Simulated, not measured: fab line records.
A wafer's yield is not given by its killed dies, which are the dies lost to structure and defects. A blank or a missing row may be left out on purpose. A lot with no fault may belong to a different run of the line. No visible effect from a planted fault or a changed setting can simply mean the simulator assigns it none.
Chamber matching + flow gf180mcu + pecvd-02 running GF_V1_CVD_02: 3 sister chambers
The step deposits SiO2 from TEOS, target thk 850 nm, time 94.851 s. 3 wafers are shown with their chamber, then 7 later ones without.

== WAFERS, EACH WITH ITS CHAMBER ==
| wafer  | chamber | heaterPowerW (W) |
|--------|---------|------------------|
| L082.4 | 1       | 801              |
| L083.1 | 2       | 515              |
| L083.2 | 0       | 638              |

== WAFERS WITH NO CHAMBER GIVEN ==
| wafer  | heaterPowerW (W) |
|--------|------------------|
| L083.6 | 642              |
| L086.1 | 701              |
| L086.2 | 696              |
| L086.3 | 636              |
| L086.4 | 561              |
| L086.5 | 761              |
| L086.6 | 500              |

== CHAMBER TAKEN BY EACH ==
| wafer  | from the rows above     | in truth                   |
|--------|-------------------------|----------------------------|
| L083.6 | 0                       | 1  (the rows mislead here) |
| L086.1 | can't be placed: 0 or 1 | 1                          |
| L086.2 | can't be placed: 0 or 1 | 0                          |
| L086.3 | 0                       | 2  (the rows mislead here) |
| L086.4 | can't be placed: 2 or 0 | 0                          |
| L086.5 | 1                       | 1                          |
| L086.6 | 2                       | 2                          |
2 of 7 placed correctly. Can't be placed from these rows: 3 (the true chamber is among the candidates in 3). Number placed wrongly: 2.
How it was worked out, from the rows above alone: a wafer's distance from a chamber is the root of the sum, over the readings, of the square of ((its reading less the chamber's mean) divided by the reading's scatter). The wafer belongs to the nearest chamber; if the next one is less than 2 further off, it can't be placed. For every chamber, the mean is computed from those of its wafers that are shown. The scatter: with one shown wafer a chamber, the root of the mean of the squares of how far each hidden wafer lies from its nearest shown one.
